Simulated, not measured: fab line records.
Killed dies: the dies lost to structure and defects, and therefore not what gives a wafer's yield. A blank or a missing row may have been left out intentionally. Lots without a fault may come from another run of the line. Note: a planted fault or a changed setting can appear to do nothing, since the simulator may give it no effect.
Which tool was responsible? ; flow sky130 ; Sampling: 24 lots, 72 wafers, 6 of 708 route steps

## WHAT THE GAUGES READ, wafer by wafer
No reading from a measuring or inspecting step in the record can be judged against a usual standard deviation.

## WHICH TOOL RAN EACH LOT (tool, then ch and the chambers of the sampled wafers, then the start)
lot;SKY_LOCAL_INTERCONNECT_ETCH_13;SKY_CONTACT_CVD_00;SKY_VIA1_ETCH_15;SKY_METAL3_DESCUM_15;SKY_VIA4_ETCH_12;SKY_METAL5_SPUTTER_03
L074;rie-metal-01 ch 0,1, day 30 05:43;pecvd-01 ch 0,1,2, day 30 06:25;rie-diel-03 ch 0,1, day 33 21:20;rie-metal-02 ch 0,1, day 38 13:33;rie-diel-03 ch 0,2,3, day 42 19:57;pvd-sputter-03, day 42 21:25
L075;rie-metal-03 ch 0,1, day 30 13:11;pecvd-01 ch 0,1, day 30 13:59;rie-diel-04 ch 0,1, day 34 07:20;rie-metal-01 ch 0,1, day 38 22:25;rie-diel-01 ch 0,1, day 43 03:22;pvd-sputter-04, day 43 05:10
L076;rie-metal-01 ch 0,1, day 30 21:14;pecvd-04 ch 0,2, day 30 21:58;rie-diel-02 ch 2,3, day 34 13:25;rie-metal-01 ch 0,1, day 39 03:46;rie-diel-04 ch 0,1,3, day 43 09:43;pvd-sputter-04, day 43 11:13
L077;rie-metal-01 ch 1, day 31 08:58;pecvd-04 ch 0,1,2, day 31 09:41;rie-diel-02 ch 2,3, day 34 23:41;rie-metal-03 ch 0,1, day 39 12:28;rie-diel-04 ch 1,3, day 43 17:13;pvd-sputter-04, day 43 18:41
L078;rie-metal-01 ch 0,1, day 31 14:23;pecvd-01 ch 0,1,2, day 31 15:10;rie-diel-02 ch 2,3, day 35 06:24;rie-metal-01 ch 0,1, day 39 19:20;rie-diel-04 ch 0,1,2, day 43 23:03;pvd-sputter-03, day 44 00:31
L079;rie-metal-03 ch 0,1, day 31 18:38;pecvd-02 ch 0,1,2, day 31 19:25;rie-diel-03 ch 0,1,2, day 35 10:47;rie-metal-02 ch 0,1, day 39 23:13;rie-diel-04 ch 1,2,3, day 44 02:22;pvd-sputter-03, day 44 03:50
L080;rie-metal-03 ch 0,1, day 32 01:59;pecvd-04 ch 0,1,2, day 32 02:42;rie-diel-04 ch 0,2,3, day 35 16:23;rie-metal-01 ch 0,1, day 40 03:49;rie-diel-01 ch 0,1, day 44 05:31;pvd-sputter-03, day 44 06:59
L081;rie-metal-03 ch 0,1, day 32 14:26;pecvd-01 ch 0,2, day 32 15:14;rie-diel-04 ch 1,2,3, day 36 05:32;rie-metal-02 ch 0,1, day 40 15:53;rie-diel-01 ch 0,2, day 44 18:34;pvd-sputter-01, day 44 20:05
L083;rie-metal-01 ch 0, day 33 06:16;pecvd-04 ch 0,2, day 33 06:59;rie-diel-04 ch 1,2,3, day 36 20:02;rie-metal-02 ch 0,1, day 41 06:56;rie-diel-04 ch 0,2,3, day 45 08:31;pvd-sputter-01, day 45 09:59
L082;rie-metal-03 ch 0,1, day 33 07:32;pecvd-01 ch 0,1, day 33 08:19;rie-diel-03 ch 0,1, day 36 22:05;rie-metal-01 ch 0,1, day 41 07:32;rie-diel-03 ch 2,3, day 45 08:10;pvd-sputter-04, day 45 09:38
L084;rie-metal-01 ch 1, day 33 17:25;pecvd-02 ch 1,2, day 33 18:08;rie-diel-02 ch 0,3, day 37 06:52;rie-metal-02 ch 0,1, day 41 15:44;rie-diel-01 ch 0,2,3, day 45 15:18;pvd-sputter-01, day 45 16:46
L085;rie-metal-03 ch 0,1, day 34 07:38;pecvd-02 ch 0,2, day 34 08:21;rie-diel-02 ch 0,2,3, day 37 20:25;rie-metal-03 ch 1, day 42 06:25;rie-diel-01 ch 0,3, day 46 04:31;pvd-sputter-04, day 46 06:11
L086;rie-metal-01 ch 1, day 34 13:28;pecvd-02 ch 0,1,2, day 34 14:16;rie-diel-03 ch 0,1,2, day 38 02:23;rie-metal-03 ch 1, day 42 09:57;rie-diel-03 ch 0,1,2, day 46 06:57;pvd-sputter-01, day 46 08:25
L087;rie-metal-01 ch 1, day 34 15:31;pecvd-04 ch 0,2, day 34 16:19;rie-diel-04 ch 0,2,3, day 38 04:46;rie-metal-03 ch 1, day 42 13:17;rie-diel-01 ch 0,1,2, day 46 10:49;pvd-sputter-04, day 46 12:17
L088;rie-metal-01 ch 0,1, day 34 17:52;pecvd-01 ch 1,2, day 34 18:35;rie-diel-02 ch 0,2, day 38 07:38;rie-metal-01 ch 0,1, day 42 15:10;rie-diel-04 ch 0,1,3, day 46 11:06;pvd-sputter-04, day 46 12:34
L089;rie-metal-03 ch 0,1, day 35 11:28;pecvd-01 ch 0,1,2, day 35 12:10;rie-diel-04 ch 0,1, day 38 23:11;rie-metal-03 ch 0,1, day 43 07:00;rie-diel-04 ch 1,3, day 47 02:24;pvd-sputter-04, day 47 03:52
L090;rie-metal-02 ch 0,1, day 35 14:43;pecvd-04 ch 0,1,2, day 35 15:26;rie-diel-04 ch 0,2,3, day 39 01:08;rie-metal-02 ch 0,1, day 43 07:31;rie-diel-01 ch 0,1,2, day 47 02:42;pvd-sputter-01, day 47 04:10
L091;rie-metal-01 ch 0, day 36 01:02;pecvd-04 ch 1,2, day 36 01:45;rie-diel-02 ch 0,2,3, day 39 11:49;rie-metal-02 ch 0,1, day 43 17:41;rie-diel-04 ch 0,1,3, day 47 13:46;pvd-sputter-04, day 47 15:14
L092;rie-metal-02 ch 0,1, day 36 09:10;pecvd-01 ch 0,2, day 36 09:53;rie-diel-02 ch 1,3, day 39 18:25;rie-metal-02 ch 0,1, day 43 21:03;rie-diel-03 ch 1,2,3, day 47 14:42;pvd-sputter-01, day 47 16:14
L093;rie-metal-03 ch 0,1, day 37 02:19;pecvd-01 ch 1,2, day 37 03:02;rie-diel-04 ch 0,1,3, day 40 11:38;rie-metal-01 ch 0,1, day 44 14:50;rie-diel-03 ch 2,3, day 48 06:37;pvd-sputter-01, day 48 08:08
L094;rie-metal-01 ch 0,1, day 37 04:19;pecvd-04 ch 0,1, day 37 05:02;rie-diel-02 ch 0,2,3, day 40 12:55;rie-metal-03 ch 0,1, day 44 15:18;rie-diel-01 ch 0,1,2, day 48 06:54;pvd-sputter-04, day 48 08:27
L095;rie-metal-01 ch 0,1, day 37 08:56;pecvd-04 ch 0,1,2, day 37 09:41;rie-diel-02 ch 1,2, day 40 16:16;rie-metal-01 ch 0,1, day 44 20:37;rie-diel-03 ch 1,2, day 48 10:07;pvd-sputter-01, day 48 11:35
L096;rie-metal-03 ch 0,1, day 37 13:31;pecvd-01 ch 0,1,2, day 37 14:13;rie-diel-03 ch 0,1,2, day 40 20:02;rie-metal-03 ch 0,1, day 44 21:39;rie-diel-03 ch 1,2,3, day 48 11:58;pvd-sputter-01, day 48 13:23
L097;rie-metal-03 ch 0,1, day 37 16:32;pecvd-01 ch 0,1,2, day 37 17:17;rie-diel-03 ch 0,2,3, day 40 23:26;rie-metal-01 ch 0,1, day 45 00:08;rie-diel-03 ch 1,2, day 48 13:51;pvd-sputter-01, day 48 15:19
- SKY_LOCAL_INTERCONNECT_ETCH_13: etches BARC in N2/H2, stops on SiO2, time 45.9 s, target depth 60 nm.
- SKY_CONTACT_CVD_00: deposits Si3N4, target thk 75 nm.
- SKY_VIA1_ETCH_15: etches SiO2 in C4F8/O2/Ar, stops on TiN, target depth 351 nm, time 54 s.
- SKY_METAL3_DESCUM_15: chemistry O2, time 8 s.
- SKY_VIA4_ETCH_12: etches SiO2 in C4F8/O2/Ar, stops on TiN, target depth 580 nm.
- SKY_METAL5_SPUTTER_03: material Ti, target thk 5 nm, time 3.3 s.

## AS READ BY THE TOOLS THEMSELVES (means over the sampled wafers that have a number; for cases with no such wafer, the mark the record gives instead)
SKY_LOCAL_INTERCONNECT_ETCH_13. Usual: drypump-motor-current-A 5.9 A, standard deviation 0.67; oes-product-au 0.855 a.u., standard deviation 0.0043; rf-fwd-power-W 494.2 W, standard deviation 2.3; throttle-valve-pct 13.226 %, standard deviation 0.0078.
lot;tool;drypump-motor-current-A (A);oes-product-au (a.u.);rf-fwd-power-W (W);throttle-valve-pct (%);flag
L074;rie-metal-01;6.4;0.851;494.4;13.223;
L075;rie-metal-03;5.3;0.857;494.9;13.223;
L076;rie-metal-01;6.4;0.853;495.1;13.225;
L077;rie-metal-01;6.8;0.856;492.1;13.231;
L078;rie-metal-01;6.4;0.854;494.2;13.230;
L079;rie-metal-03;5.3;0.857;492.6;13.220;
L080;rie-metal-03;5.5;0.856;493.7;13.217;
L081;rie-metal-03;5.4;0.850;494.7;13.232;
L083;rie-metal-01;5.6;0.854;498.0;13.224;
L082;rie-metal-03;5.2;0.854;495.2;13.219;
L084;rie-metal-01;6.9;0.855;491.8;13.227;
L085;rie-metal-03;5.3;0.854;493.6;13.229;
L086;rie-metal-01;6.8;0.857;492.5;13.219;
L087;rie-metal-01;6.8;0.855;492.9;13.226;
L088;rie-metal-01;6.0;0.859;495.0;13.232;
L089;rie-metal-03;5.3;0.859;494.7;13.221;
L090;rie-metal-02;6.3;0.853;494.0;13.230;
L091;rie-metal-01;5.6;0.855;495.5;13.231;
L092;rie-metal-02;6.3;0.850;494.3;13.224;
L093;rie-metal-03;5.2;0.861;493.0;13.222;
L094;rie-metal-01;6.4;0.855;494.5;13.221;
L095;rie-metal-01;6.4;0.857;495.6;13.224;
L096;rie-metal-03;5.5;0.853;494.3;13.236;
L097;rie-metal-03;5.5;0.854;494.0;13.222;

SKY_CONTACT_CVD_00. Usual: heater-power-w 731 W, standard deviation 98; rf-fwd-power-W 445.4 W, standard deviation 1.9.
lot;tool;heater-power-w (W);rf-fwd-power-W (W);flag
L074;pecvd-01;726;445.7;
L075;pecvd-01;850;445.5;
L076;pecvd-04;728;446.7;
L077;pecvd-04;779;446.3;
L078;pecvd-01;725;446.5;
L079;pecvd-02;700;443.3;
L080;pecvd-04;743;448.1;
L081;pecvd-01;687;446.5;
L083;pecvd-04;742;447.9;
L082;pecvd-01;796;445.0;
L084;pecvd-02;672;442.2;
L085;pecvd-02;725;443.7;
L086;pecvd-02;707;442.5;
L087;pecvd-04;778;445.5;
L088;pecvd-01;691;446.3;
L089;pecvd-01;716;446.8;
L090;pecvd-04;764;444.9;
L091;pecvd-04;836;447.4;
L092;pecvd-01;628;447.3;
L093;pecvd-01;779;447.1;
L094;pecvd-04;715;445.8;
L095;pecvd-04;728;445.7;
L096;pecvd-01;706;445.0;
L097;pecvd-01;732;444.8;

SKY_VIA1_ETCH_15. Usual: oes-product-au 0.980 a.u., standard deviation 0.0053; rf-fwd-power-W 1486 W, standard deviation 5.6.
lot;tool;oes-product-au (a.u.);rf-fwd-power-W (W);flag
L074;rie-diel-03;0.979;1489;
L075;rie-diel-04;0.981;1488;
L076;rie-diel-02;0.980;1485;
L077;rie-diel-02;0.985;1484;
L078;rie-diel-02;0.986;1484;
L079;rie-diel-03;0.979;1483;
L080;rie-diel-04;0.976;1489;
L081;rie-diel-04;0.981;1487;
L083;rie-diel-04;0.979;1483;
L082;rie-diel-03;0.979;1481;
L084;rie-diel-02;0.977;1484;
L085;rie-diel-02;0.976;1488;
L086;rie-diel-03;0.980;1485;
L087;rie-diel-04;0.979;1483;
L088;rie-diel-02;0.982;1486;
L089;rie-diel-04;0.978;1490;
L090;rie-diel-04;0.977;1488;
L091;rie-diel-02;0.982;1492;
L092;rie-diel-02;0.979;1484;
L093;rie-diel-04;0.979;1481;
L094;rie-diel-02;0.982;1493;
L095;rie-diel-02;0.984;1487;
L096;rie-diel-03;0.980;1489;
L097;rie-diel-03;0.984;1483;

SKY_METAL3_DESCUM_15. Usual: drypump-motor-current-A 5.9 A, standard deviation 0.61; oes-product-au 0.992 a.u., standard deviation 0.011; rf-fwd-power-W 146.8 W, standard deviation 0.91.
lot;tool;drypump-motor-current-A (A);oes-product-au (a.u.);rf-fwd-power-W (W);flag
L074;rie-metal-02;6.2;1.012;146.8;
L075;rie-metal-01;6.4;0.987;147.1;
L076;rie-metal-01;6.4;0.978;146.9;
L077;rie-metal-03;5.2;1.002;146.0;
L078;rie-metal-01;6.0;0.978;147.2;
L079;rie-metal-02;6.2;0.990;146.2;
L080;rie-metal-01;6.4;0.985;147.3;
L081;rie-metal-02;6.3;0.995;146.5;
L083;rie-metal-02;6.2;1.005;147.2;
L082;rie-metal-01;6.4;0.982;146.3;
L084;rie-metal-02;6.3;0.998;145.9;
L085;rie-metal-03;5.0;0.997;146.5;
L086;rie-metal-03;5.0;0.994;146.6;
L087;rie-metal-03;5.1;0.989;146.1;
L088;rie-metal-01;6.4;0.995;147.2;
L089;rie-metal-03;5.2;0.990;145.8;
L090;rie-metal-02;6.3;0.995;147.0;
L091;rie-metal-02;6.3;0.981;146.8;
L092;rie-metal-02;6.2;0.993;147.2;
L093;rie-metal-01;6.0;0.989;147.8;
L094;rie-metal-03;5.4;0.995;146.3;
L095;rie-metal-01;6.0;1.001;147.2;
L096;rie-metal-03;5.2;0.986;146.3;
L097;rie-metal-01;6.4;0.983;147.1;

SKY_VIA4_ETCH_12. Usual: oes-product-au 0.926 a.u., standard deviation 0.0046; rf-fwd-power-W 1491 W, standard deviation 5.
lot;tool;oes-product-au (a.u.);rf-fwd-power-W (W);flag
L074;rie-diel-03;0.930;1490;
L075;rie-diel-01;0.927;1489;
L076;rie-diel-04;0.931;1493;
L077;rie-diel-04;0.928;1494;
L078;rie-diel-04;0.920;1493;
L079;rie-diel-04;0.921;1488;
L080;rie-diel-01;0.927;1487;
L081;rie-diel-01;0.927;1490;
L083;rie-diel-04;0.918;1495;
L082;rie-diel-03;0.922;1494;
L084;rie-diel-01;0.928;1493;
L085;rie-diel-01;0.930;1493;
L086;rie-diel-03;0.930;1490;
L087;rie-diel-01;0.925;1489;
L088;rie-diel-04;0.920;1491;
L089;rie-diel-04;0.921;1492;
L090;rie-diel-01;0.924;1490;
L091;rie-diel-04;0.926;1491;
L092;rie-diel-03;0.925;1489;
L093;rie-diel-03;0.927;1493;
L094;rie-diel-01;0.923;1491;
L095;rie-diel-03;0.927;1489;
L096;rie-diel-03;0.923;1488;
L097;rie-diel-03;0.929;1485;

SKY_METAL5_SPUTTER_03. Usual: throttle-valve-pct reads 29.8 % (standard deviation 0.82).
lot;tool;throttle-valve-pct (%);flag
L074;pvd-sputter-03;30.1;
L075;pvd-sputter-04;30.0;
L076;pvd-sputter-04;29.5;
L077;pvd-sputter-04;29.7;
L078;pvd-sputter-03;29.3;
L079;pvd-sputter-03;30.0;
L080;pvd-sputter-03;30.4;
L081;pvd-sputter-01;30.4;
L083;pvd-sputter-01;30.1;
L082;pvd-sputter-04;29.9;
L084;pvd-sputter-01;29.7;
L085;pvd-sputter-04;30.0;
L086;pvd-sputter-01;29.7;
L087;pvd-sputter-04;29.3;
L088;pvd-sputter-04;29.6;
L089;pvd-sputter-04;29.9;
L090;pvd-sputter-01;29.7;
L091;pvd-sputter-04;29.7;
L092;pvd-sputter-01;29.7;
L093;pvd-sputter-01;29.6;
L094;pvd-sputter-04;29.1;
L095;pvd-sputter-01;29.6;
L096;pvd-sputter-01;29.6;
L097;pvd-sputter-01;29.6;

## THE ANSWER, worked out from the rows above alone
Rule: a lot counts as off when the mean over its wafers that have a number is more than 3 standard deviations away from the usual mean. A lot without any number at a reading at which 4 lots or more have one is off too. Any other lot the step has rows for is counted as sound. The gauges are gone through in route order, then the tools' own readings, and for those a lot's mean is taken as printed above. The first step at which some lot is off is used, and at that step the reading that is off furthest; a lot without a number counts as furthest.
Across all readings shown, no lot is off: no conclusion can be drawn from this.

## WHAT THE SIMULATOR PUT IN
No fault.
